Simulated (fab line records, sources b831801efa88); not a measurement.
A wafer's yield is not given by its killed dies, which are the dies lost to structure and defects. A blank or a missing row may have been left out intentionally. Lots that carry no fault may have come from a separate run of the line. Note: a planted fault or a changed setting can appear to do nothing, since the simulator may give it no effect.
Which tool is to blame? -- flow sky130 -- 72 wafers sampled from 24 lots at 1 step of a route of 708

WHAT THE GAUGES SHOWED, per wafer
SKY_VIA2_RS_MEAS_22: measures by four-point-probe. Usual: for VIA2_W_RS the level is 0.273 ohm/sq and the standard deviation is 0.0039.
lot,measured,on,VIA2_W_RS (ohm/sq),flag
L074,day 36 06:01,film metro-02,0.269 0.275 0.266,
L075,day 36 07:35,film metro-02,0.271 0.275 0.270,
L076,day 37 03:30,film metro-01,0.269 0.278 0.267,
L077,day 37 05:36,film metro-01,0.277 0.271 0.272,
L078,day 38 02:27,film metro-04,0.268 0.277 0.279,
L079,day 38 05:02,film metro-01,0.276 0.277 0.277,
L080,day 38 08:44,film metro-01,0.276 0.273 0.278,
L081,day 38 14:26,film metro-01,0.277 0.267 0.278,
L082,day 39 01:49,film metro-01,0.279 0.277 0.276,
L083,day 39 14:38,film metro-01,0.276 0.278 0.274,
L085,day 39 21:37,film metro-02,0.273 0.273 0.275,
L084,day 39 21:52,film metro-04,0.268 0.262 0.266,
L086,day 39 23:25,film metro-04,0.278 0.280 0.276,
L087,day 40 15:25,film metro-01,0.269 0.275 0.268,
L088,day 40 21:47,film metro-02,0.275 0.278 0.275,
L089,day 41 03:53,film metro-04,0.267 0.273 0.266,
L090,day 41 10:32,film metro-04,0.271 0.276 0.276,
L091,day 41 17:06,film metro-04,0.279 0.278 0.278,
L092,day 41 22:07,film metro-04,0.270 0.273 0.273,
L093,day 42 00:35,film metro-04,0.273 0.270 0.273,
L094,day 42 04:22,film metro-01,0.272 0.272 0.275,
L095,day 42 07:46,film metro-02,0.278 0.274 0.270,
L096,day 42 20:35,film metro-02,0.274 0.272 0.276,
L097,day 43 10:09,film metro-01,0.268 0.265 0.270,

WHICH TOOL RAN EACH LOT (tool, then ch and the chambers of the sampled wafers, then the start)
No process step before these readings appears in the record.

AS READ BY THE TOOLS THEMSELVES (means over the sampled wafers that have a number; for cases with no such wafer, the mark the record gives instead)
The record holds no such reading with a usual standard deviation.

THE ANSWER, worked out from the rows above alone
Rule: a lot counts as off when the mean over its wafers that have a number is more than 3 standard deviations away from the usual mean. Also off: a lot with no number at a reading for which 4 or more lots have one. The other lots that the step has rows for count as sound. After the gauges, taken in route order, come the tools' own readings; for these a lot's mean is taken, as printed above. At the first step where some lot is off, the reading lying furthest off is the one used; lots without a number count as furthest.
No lot is off on any of the readings shown, so nothing can be concluded from this.

WHAT WAS PUT IN BY THE SIMULATOR
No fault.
